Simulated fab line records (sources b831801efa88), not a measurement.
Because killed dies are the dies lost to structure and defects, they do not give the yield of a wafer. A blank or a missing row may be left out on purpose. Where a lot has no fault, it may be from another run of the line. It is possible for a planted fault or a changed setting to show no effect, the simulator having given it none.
fab line records    flow sky130
[record] lots = 10  wafers = 30  last_day = 50
route steps=708 shown VIA3@585 METAL4@630 METAL5@665 PASSIVATION@692 PAD_OPEN@707
lots that met no fault: taken from a fault-free run of the same line
start_h: the number of hours between the record's first day and the start of the first shown wafer of the lot    wait_h: hours since the lot's step before    " unchanged from the row above    L1.1+2: a row that stands for several wafers    - either no value or no given start    * or withheld: withheld    < > ~ a bound
route shown NAME@n: names a module that has steps shown in the file, with the first one's number in the route    usual: average and standard deviation across the fault-free wafers    same: alike in all rows    chamber/n: place in a boat    sites: each site's reading    _std_site: the standard deviation of these    _edge_site: outer sites' mean less inner sites'    radius_mm: for every site, how far away it sits from the centre of the wafer    mask NAME#n: copy n    behind: tool/chamber where the wafer was last shaped    hold: the reason the lot was held/the length of the hold in hours/how it ended    device: the n, p or np transistor that did not switch    end of line: the tests these same wafers got at the end of their route    a step without rows: its recipe alone    killed: count of dies lost to structure and defects at first sort (not the wafer's yield)    map: dies across one wafer; x = killed, . = not, _ = none there
set.NAME: setting as actually run; set.NAME@STEP: the setting as run at that earlier step    model.NAME: the simulator's own value behind a step, which no gauge read
steps of the route over a sample of lots; a table a step, a row a wafer
services: the hour from which a tool's chamber was out of use, counted from the record's first day as start_h (under 0 if before that day), plus the number of hours and why
[[steps]]
[step SKY_VIA3_CD_MEAS_12]
[recipe] target_cd_nm = 200
[usual] cd_nm = 200.5/1.4
lot.wafer  tool       chamber  start_h  wait_h  cd_nm
L410.1     cd_sem-02  -        931.43   -       200.9
L410.2     "          -        "        "       201.0
L410.6     "          -        "        "       201.8
L412.2     cd_sem-01  -        948.79   -       202.1
L412.4     "          -        "        "       202.7
L412.5     "          -        "        "       201.2
L415.1     cd_sem-02  -        960.78   -       199.8
L415.4     "          -        "        "       201.2
L415.6     "          -        "        "       202.0
L416.2     cd_sem-02  -        980.34   -       199.8
L416.4     "          -        "        "       199.0
L416.5     "          -        "        "       200.3
L424.2     cd_sem-02  -        1025.63  -       199.9
L424.3     "          -        "        "       199.6
L424.5     "          -        "        "       200.4
L426.2     cd_sem-01  -        1046.14  -       202.3
L426.3     "          -        "        "       201.9
L426.6     "          -        "        "       201.3
L429.1     cd_sem-01  -        1054.31  -       199.5
L429.3     "          -        "        "       199.2
L429.6     "          -        "        "       200.7
L430.1     cd_sem-01  -        1065.33  -       202.4
L430.5     "          -        "        "       202.1
L430.6     "          -        "        "       203.4
L431.2     cd_sem-02  -        1070.54  -       201.2
L431.4     "          -        "        "       201.1
L431.6     "          -        "        "       202.2
L432.3     cd_sem-02  -        1084.27  -       199.9
L432.4     "          -        "        "       199.9
L432.5     "          -        "        "       200.6
[step SKY_METAL4_OVL_MEAS_14]
[usual] METAL4_OVL = -1/6.2
lot.wafer  tool        chamber  start_h  wait_h  METAL4_OVL[nm]
L410.1     overlay-02  -        982.48   0.1     -1
L410.2     "           -        "        "       3
L410.6     "           -        "        "       3
L412.2     overlay-01  -        999.25   0.1     1
L412.4     "           -        "        "       4
L412.5     "           -        "        "       0
L415.1     overlay-01  -        1011.28  0.1     4
L415.4     "           -        "        "       -1
L415.6     "           -        "        "       0
L416.2     overlay-02  -        1029.40  0.1     4
L416.4     "           -        "        "       2
L416.5     "           -        "        "       1
L424.2     overlay-02  -        1071.65  0.1     -1
L424.3     "           -        "        "       -9
L424.5     "           -        "        "       -10
L426.2     overlay-02  -        1090.88  0.1     -1
L426.3     "           -        "        "       -4
L426.6     "           -        "        "       0
L429.1     overlay-01  -        1098.48  0.1     -5
L429.3     "           -        "        "       -7
L429.6     "           -        "        "       -3
L430.1     overlay-02  -        1108.33  0.1     -6
L430.5     "           -        "        "       -1
L430.6     "           -        "        "       5
L431.2     overlay-01  -        1113.69  0.1     1
L431.4     "           -        "        "       8
L431.6     "           -        "        "       5
L432.3     overlay-02  -        1126.50  0.1     10
L432.4     "           -        "        "       3
L432.5     "           -        "        "       9
[step SKY_METAL5_SPUTTER_04]
[recipe] material = TiN  target_thk_nm = 70  power_w = 6500  time_s = 58.3  chamber_pressure_pa = 0.4
[usual] throttle_valve_pct = 30.3/1.2
lot.wafer  tool            chamber  start_h  wait_h  throttle_valve_pct
L410.1     pvd_sputter-02  -        1009.57  0.0     29.5
L410.2     "               -        "        "       32.3
L410.6     "               -        "        "       32.0
L412.2     pvd_sputter-01  -        1025.83  0.0     29.6
L412.4     "               -        "        "       32.5
L412.5     "               -        "        "       32.8
L415.1     pvd_sputter-04  -        1037.26  0.0     29.2
L415.4     "               -        "        "       29.3
L415.6     "               -        "        "       31.1
L416.2     pvd_sputter-02  -        1054.26  0.0     30.2
L416.4     "               -        "        "       29.4
L416.5     "               -        "        "       29.6
L424.2     pvd_sputter-02  -        1094.96  0.0     32.1
L424.3     "               -        "        "       29.4
L424.5     "               -        "        "       32.3
L426.2     pvd_sputter-02  -        1113.35  0.0     32.3
L426.3     "               -        "        "       29.5
L426.6     "               -        "        "       29.1
L429.1     pvd_sputter-01  -        1120.94  0.0     29.7
L429.3     "               -        "        "       32.6
L429.6     "               -        "        "       29.8
L430.1     pvd_sputter-04  -        1129.93  0.0     30.6
L430.5     "               -        "        "       29.1
L430.6     "               -        "        "       30.7
L431.2     pvd_sputter-04  -        1135.67  0.0     30.9
L431.4     "               -        "        "       29.1
L431.6     "               -        "        "       29.5
L432.3     pvd_sputter-01  -        1147.82  0.0     32.2
L432.4     "               -        "        "       29.8
L432.5     "               -        "        "       32.3
[step SKY_METAL5_THK_MEAS_06]
[recipe] thk_meas_gauge = xrf  reads = AlCu_of_METAL5_SPUTTER_02
[usual] METAL5_ALCU_THK = 1169/11
lot.wafer  tool           chamber  start_h  wait_h  METAL5_ALCU_THK[nm]
L410.1     film_metro-01  -        1009.74  0.1     1154
L410.2     "              -        "        "       1161
L410.6     "              -        "        "       1159
L412.2     film_metro-02  -        1026.00  0.1     1177
L412.4     "              -        "        "       1188
L412.5     "              -        "        "       1188
L415.1     film_metro-02  -        1037.43  0.1     1183
L415.4     "              -        "        "       1168
L415.6     "              -        "        "       1164
L416.2     film_metro-01  -        1054.44  0.1     1160
L416.4     "              -        "        "       1153
L416.5     "              -        "        "       1166
L424.2     film_metro-04  -        1095.14  0.1     1300
L424.3     "              -        "        "       1317
L424.5     "              -        "        "       1312
L426.2     film_metro-04  -        1113.52  0.1     1305
L426.3     "              -        "        "       1302
L426.6     "              -        "        "       1312
L429.1     film_metro-01  -        1121.11  0.1     1163
L429.3     "              -        "        "       1158
L429.6     "              -        "        "       1160
L430.1     film_metro-01  -        1130.10  0.1     1159
L430.5     "              -        "        "       1175
L430.6     "              -        "        "       1164
L431.2     film_metro-04  -        1135.85  0.1     1171
L431.4     "              -        "        "       1177
L431.6     "              -        "        "       1174
L432.3     film_metro-04  -        1148.01  0.1     1164
L432.4     "              -        "        "       1171
L432.5     "              -        "        "       1181
[step SKY_METAL5_METAL_ETCH_15]
[recipe] target_depth_a = 12600  stop_on = SiO2  over_etch_frac = 0.2  time_s = 252  chemistry = Cl2/BCl3  resist_sidewall_deg = 86  pressure_mtorr = 10  icp_w = 900  bias_w = 48.5  Cl2_flow_sccm = 60  bcl3_flow_sccm = 30
[usual] drypump_motor_current_A = 5.77/0.2  oes_product_au = 0.895/0.0051  throttle_valve_pct = 22.265/0.0096
lot.wafer  tool          chamber  start_h  wait_h  drypump_motor_current_A  oes_product_au  rf_hours_counter_h  throttle_valve_pct
L410.1     rie_metal-03  1        1032.06  0.0     5.72                     0.898           10                  22.273
L410.2     "             0        "        "       5.72                     0.890           19                  22.255
L410.6     "             0        "        "       5.69                     0.901           -                   22.275
L412.2     rie_metal-03  0        1048.29  0.0     5.73                     0.891           19                  22.260
L412.4     "             0        "        "       5.73                     0.883           -                   22.268
L412.5     "             1        "        "       5.75                     0.894           -                   22.265
L415.1     rie_metal-01  1        1058.74  0.0     6.07                     0.895           11                  22.256
L415.4     "             0        "        "       5.52                     0.895           -                   22.280
L415.6     "             0        "        "       5.52                     0.890           -                   22.251
L416.2     rie_metal-03  0        1074.56  0.0     5.73                     0.895           21                  22.254
L416.4     "             0        "        "       5.71                     0.893           -                   22.269
L416.5     "             0        "        "       5.72                     0.887           -                   22.260
L424.2     rie_metal-02  1        1114.46  0.0     6.00                     0.875           22                  22.265
L424.3     "             1        "        "       5.98                     0.876           -                   22.254
L424.5     "             1        "        "       5.99                     0.883           -                   22.265
L426.2     rie_metal-01  0        1132.21  0.0     5.53                     0.878           18                  22.281
L426.3     "             1        "        "       6.06                     0.880           -                   22.270
L426.6     "             0        "        "       5.53                     0.878           -                   22.269
L429.1     rie_metal-01  1        1139.41  0.0     6.09                     0.892           17                  22.271
L429.3     "             1        "        "       6.07                     0.897           -                   22.258
L429.6     "             0        "        "       5.52                     0.895           -                   22.260
L430.1     rie_metal-03  1        1148.11  0.0     5.71                     0.888           19                  22.257
L430.5     "             1        "        "       5.72                     0.888           -                   22.263
L430.6     "             0        "        "       5.72                     0.895           -                   22.262
L431.2     rie_metal-01  1        1153.41  0.0     6.05                     0.899           18                  22.270
L431.4     "             1        "        "       6.05                     0.891           -                   22.273
L431.6     "             1        "        "       6.03                     0.892           -                   22.271
L432.3     rie_metal-02  1        1165.24  0.1     6.01                     0.892           -                   22.241
L432.4     "             0        "        "       5.68                     0.892           -                   22.267
L432.5     "             1        "        "       6.01                     0.899           -                   22.263
[step SKY_PASSIVATION_ETCH_11]
[recipe] chemistry = CF4/O2  target_depth_nm = 725  stop_on = AlCu  source_w = 800  bias_w = 150  pressure_mtorr = 150  cf4_flow_sccm = 80  O2_flow_sccm = 10  time_s = 161.1
[usual] drypump_motor_current_A = 5.7/0.49  oes_product_au = 0.977/0.0077  throttle_valve_pct = 5.964/0.0098
lot.wafer  tool         chamber  start_h  wait_h  drypump_motor_current_A  oes_product_au  rf_hours_counter_h  throttle_valve_pct
L410.1     rie_diel-04  0        1054.98  -       6.4                      0.972           9                   5.969
L410.2     "            3        "        "       5.0                      0.970           16                  5.958
L410.6     "            1        "        "       4.9                      0.991           -                   5.965
L412.2     rie_diel-04  1        1070.71  -       4.9                      0.972           5                   5.965
L412.4     "            0        "        "       6.4                      0.985           9                   5.972
L412.5     "            3        "        "       5.0                      0.971           -                   5.965
L415.1     rie_diel-03  0        1081.57  -       5.9                      0.980           17                  5.965
L415.4     "            3        "        "       5.6                      0.979           14                  5.971
L415.6     "            0        "        "       5.9                      0.979           -                   5.981
L416.2     rie_diel-01  0        1096.53  -       6.2                      0.969           24                  5.953
L416.4     "            0        "        "       6.2                      0.985           -                   5.983
L416.5     "            1        "        "       5.7                      0.983           -                   5.967
L424.2     rie_diel-04  3        1134.46  -       5.0                      0.923           19                  5.958
L424.3     "            0        "        "       6.4                      0.941           11                  5.942
L424.5     "            2        "        "       6.4                      0.941           -                   5.946
L426.2     rie_diel-03  3        1151.58  -       5.6                      0.916           16                  5.947
L426.3     "            0        "        "       5.9                      0.926           20                  5.951
L426.6     "            2        "        "       5.4                      0.944           -                   5.942
L429.1     rie_diel-04  1        1158.32  -       4.9                      0.972           8                   5.946
L429.3     "            3        "        "       5.0                      0.976           19                  5.972
L429.6     "            2        "        "       6.4                      0.971           -                   5.959
L430.1     rie_diel-04  0        1166.52  -       6.3                      0.968           12                  5.969
L430.5     "            3        "        "       5.0                      0.970           -                   5.959
L430.6     "            0        "        "       6.4                      0.968           -                   5.985
L431.2     rie_diel-03  3        1170.88  -       5.6                      0.968           17                  5.961
L431.4     "            1        "        "       6.0                      0.981           11                  5.960
L431.6     "            2        "        "       5.4                      0.990           -                   5.968
L432.3     rie_diel-01  2        1181.97  -       6.1                      0.960           26                  5.952
L432.4     "            2        "        "       6.1                      0.964           -                   5.950
L432.5     "            0        "        "       6.2                      0.967           -                   5.972
[step SKY_PAD_OPEN_BOW_MEAS_13]
[recipe] mode = bow
[usual] PAD_OPEN_BOW = 47/7.7
lot.wafer  tool           chamber  start_h  wait_h  PAD_OPEN_BOW[um]
L410.1     film_metro-03  -        1077.80  -       46
L410.2     "              -        "        "       56
L410.6     "              -        "        "       59
L412.2     film_metro-03  -        1094.57  -       56
L412.4     "              -        "        "       49
L412.5     "              -        "        "       53
L415.1     film_metro-02  -        1103.99  -       40
L415.4     "              -        "        "       54
L415.6     "              -        "        "       41
L416.2     film_metro-02  -        1119.22  -       40
L416.4     "              -        "        "       61
L416.5     "              -        "        "       31
L424.2     film_metro-04  -        1154.58  -       42
L424.3     "              -        "        "       43
L424.5     "              -        "        "       46
L426.2     film_metro-04  -        1170.80  -       47
L426.3     "              -        "        "       50
L426.6     "              -        "        "       39
L429.1     film_metro-04  -        1177.12  -       51
L429.3     "              -        "        "       36
L429.6     "              -        "        "       54
L430.1     film_metro-04  -        1185.36  -       46
L430.5     "              -        "        "       53
L430.6     "              -        "        "       53
L431.2     film_metro-04  -        1189.39  -       53
L431.4     "              -        "        "       62
L431.6     "              -        "        "       50
L432.3     film_metro-03  -        1198.65  -       44
L432.4     "              -        "        "       59
L432.5     "              -        "        "       44
[[services]]
tool            chamber  start_h  hours  kind
rie_diel-01     2        992.17   2.5    repair
pvd_sputter-01  -        1005.31  12.8   repair
rie_diel-01     -        1014.83  4.3    pm
pvd_sputter-02  2        1016.67  -      consumable_replace:kit
pvd_sputter-02  2        1016.67  18.0   scheduled_down
pvd_sputter-02  2        1016.67  18.0   vent_cycle
rie_diel-04     0        1038.97  2.7    repair
rie_diel-03     3        1056.95  7.9    repair
rie_metal-02    -        1070.45  14.6   pm
pvd_sputter-02  -        1071.34  1.6    repair
rie_diel-01     2        1074.59  98.9   repair
rie_diel-03     3        1082.09  18.3   repair
pvd_sputter-04  -        1083.81  2.2    repair
rie_diel-03     -        1093.53  1.4    repair
rie_diel-04     -        1093.69  0.4    repair
rie_diel-01     -        1118.92  2.8    pm
rie_diel-01     1        1136.12  17.9   repair
rie_diel-03     1        1148.87  12.9   repair
pvd_sputter-02  1        1158.27  -      consumable_replace:kit
pvd_sputter-02  1        1158.27  18.0   scheduled_down
pvd_sputter-02  1        1158.27  18.0   vent_cycle
pvd_sputter-04  -        1160.42  1.3    repair
rie_diel-03     0        1163.36  4.7    repair
rie_metal-03    0        1163.97  -      clean
[[key]]
[first_sign] step = SKY_METAL5_THK_MEAS_06  reading = METAL5_ALCU_THK  direction = up  sigmas = 12  usual = 1169  struck = 1308
[effect] step = SKY_METAL5_METAL_ETCH_15  reading = oes_product_au  direction = down  sigmas = 3.3  usual = 0.895  struck = 0.878
[effect] step = SKY_PASSIVATION_ETCH_11  reading = oes_product_au  direction = down  sigmas = 5.8  usual = 0.977  struck = 0.932
met_at SKY_METAL5_SPUTTER_04
struck_lots L424,L426
not_acting_at SKY_VIA3_CD_MEAS_12,SKY_METAL4_OVL_MEAS_14,SKY_PAD_OPEN_BOW_MEAS_13
onset_between 1054.26 1094.96
[fault] kind = process_parameter_drift  tool = pvd_sputter-02  chamber = -  onset_h = 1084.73  steps = SKY_METAL5_SPUTTER_04  channel = target_thk_nm  offset = -49.236  shape = step  end_h = 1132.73  acts_in = these_recipes_only  stated = 70
